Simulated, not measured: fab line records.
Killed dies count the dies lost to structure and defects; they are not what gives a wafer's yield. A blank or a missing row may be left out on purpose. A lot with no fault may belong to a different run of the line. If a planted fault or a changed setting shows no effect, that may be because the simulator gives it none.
Which of the tools did it? || flow sky130 || 10 lots, 30 wafers sampled, at 2 steps of a route of 708

WHAT THE GAUGES READ, wafer by wafer
SKY_SPACER_THK_MEAS_01.
{"lot": "L911", "measured": "day 22 16:32", "on": "film-metro-03", "SPACER_CVD_00_THK (nm)": "43.3 42.6 43.0"}
{"lot": "L912", "measured": "day 23 14:12", "on": "film-metro-04", "SPACER_CVD_00_THK (nm)": "42.5 42.5 42.7"}
{"lot": "L913", "measured": "day 23 15:22", "on": "film-metro-04", "SPACER_CVD_00_THK (nm)": "42.9 42.8 42.5"}
{"lot": "L914", "measured": "day 24 09:26", "on": "film-metro-03", "SPACER_CVD_00_THK (nm)": "42.6 42.8 42.8"}
{"lot": "L915", "measured": "day 24 10:37", "on": "film-metro-02", "SPACER_CVD_00_THK (nm)": "43.0 42.8 43.0"}
{"lot": "L916", "measured": "day 25 04:34", "on": "film-metro-02", "SPACER_CVD_00_THK (nm)": "43.2 43.1 43.1"}
{"lot": "L917", "measured": "day 25 08:17", "on": "film-metro-04", "SPACER_CVD_00_THK (nm)": "43.5 43.6 43.5"}
{"lot": "L918", "measured": "day 25 15:31", "on": "film-metro-03", "SPACER_CVD_00_THK (nm)": "42.7 42.6 42.7"}
{"lot": "L926", "measured": "day 28 11:01", "on": "film-metro-03", "SPACER_CVD_00_THK (nm)": "49.4 49.6 49.4"}
{"lot": "L927", "measured": "day 28 20:44", "on": "film-metro-03", "SPACER_CVD_00_THK (nm)": "49.4 49.4 49.1"}

WHAT TOOL EACH LOT RAN ON (gives the tool, then ch and the chambers of the sampled wafers, and finally the start)
{"lot": "L911", "SKY_SPACER_CVD_00": "lpcvd-02 ch 1, day 22 15:18"}
{"lot": "L912", "SKY_SPACER_CVD_00": "lpcvd-02 ch 1, day 23 12:58"}
{"lot": "L913", "SKY_SPACER_CVD_00": "lpcvd-02 ch 1, day 23 14:10"}
{"lot": "L914", "SKY_SPACER_CVD_00": "lpcvd-02 ch 0, day 24 07:37"}
{"lot": "L915", "SKY_SPACER_CVD_00": "lpcvd-02 ch 1, day 24 09:25"}
{"lot": "L916", "SKY_SPACER_CVD_00": "lpcvd-02 ch 0, day 25 03:21"}
{"lot": "L917", "SKY_SPACER_CVD_00": "lpcvd-02 ch 1, day 25 07:04"}
{"lot": "L918", "SKY_SPACER_CVD_00": "lpcvd-02 ch 1, day 25 14:19"}
{"lot": "L926", "SKY_SPACER_CVD_00": "lpcvd-02 ch 1, day 28 09:12"}
{"lot": "L927", "SKY_SPACER_CVD_00": "lpcvd-02 ch 1, day 28 19:32"}
- SKY_SPACER_CVD_00: deposits Si3N4 from DCS/NH3, target thk 43.1 nm, time 740 s.

THE ANSWER, worked out from the rows above alone
Rule: what is usual is taken from the lots themselves. Put in order of their means at a reading, lots are off if they are a third of the lots or fewer, leave a main group of 4 or more, and stand apart from it by a gap of 3 or more times the standard deviation of the main group's means; of several such gaps the widest counts. A main group is skipped when, at the precision printed for the reading in the tables above, its means are all equal. A lot without any number at a reading at which 4 lots or more have one is off too. All remaining lots with rows at the step are treated as sound.
Off: L926, L927, seen at SKY_SPACER_THK_MEAS_01 (SPACER_CVD_00_THK). Mean 42.9 nm and standard deviation 0.29 in the main group.
If a tool, at a process step before that reading, ran all the lots that are off and no sound lot after the first of them, it fits. Those tools and the gauges at SKY_SPACER_THK_MEAS_01 are tried in the same way. Undecided on this evidence; 2 tools fit (lpcvd-02 at SKY_SPACER_CVD_00, film-metro-03 at SKY_SPACER_THK_MEAS_01).

WHAT THE SIMULATOR HAD PUT IN
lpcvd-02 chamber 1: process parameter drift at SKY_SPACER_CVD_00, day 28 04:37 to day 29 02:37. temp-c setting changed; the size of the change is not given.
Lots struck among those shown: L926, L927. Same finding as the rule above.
